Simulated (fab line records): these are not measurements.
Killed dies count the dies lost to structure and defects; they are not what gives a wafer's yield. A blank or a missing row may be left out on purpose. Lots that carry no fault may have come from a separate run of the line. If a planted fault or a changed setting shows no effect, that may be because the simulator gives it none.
Chamber matching -- flow sfqLine -- SFQ_TRILAYER_I6_VIA_ETCH_VIA_ETCH_172 on rieDiel-03 has 4 sister chambers
The step etches SiO2 in CHF3, stops on Nb, target depth 260 nm. 4 wafers are shown with their chamber, then 7 later ones without.

WAFERS WITH THEIR CHAMBER
wafer,chamber,drypumpMotorCurrentA (A)
L795.1,1,5.2
L795.5,3,6.3
L801.3,0,6.1
L801.4,2,6.7

WAFERS MISSING THEIR CHAMBER
wafer,drypumpMotorCurrentA (A)
L801.5,6.1
L807.1,5.3
L807.3,6.7
L807.4,6.1
L814.2,6.7
L814.5,6.1
L814.6,6.3

EACH ONE'S CHAMBER
wafer,from the rows above,in truth
L801.5,0,0
L807.1,1,1
L807.3,2,2
L807.4,0,0
L814.2,2,2
L814.5,0,0
L814.6,3,3
Correct placement for 7 of the 7. Left unplaced by these rows: 0. Placed wrongly: 0.
How it was worked out, from the rows above alone: a wafer's distance from a chamber is the root of the sum, over the readings, of the square of ((its reading less the chamber's mean) divided by the reading's scatter). If the next closest chamber is less than 2 further off than the closest, the wafer can't be placed; otherwise it belongs to the closest. A chamber's mean is the mean of its shown wafers. The scatter: root of mean squared gap, hidden wafer to nearest shown wafer, with one shown wafer a chamber.
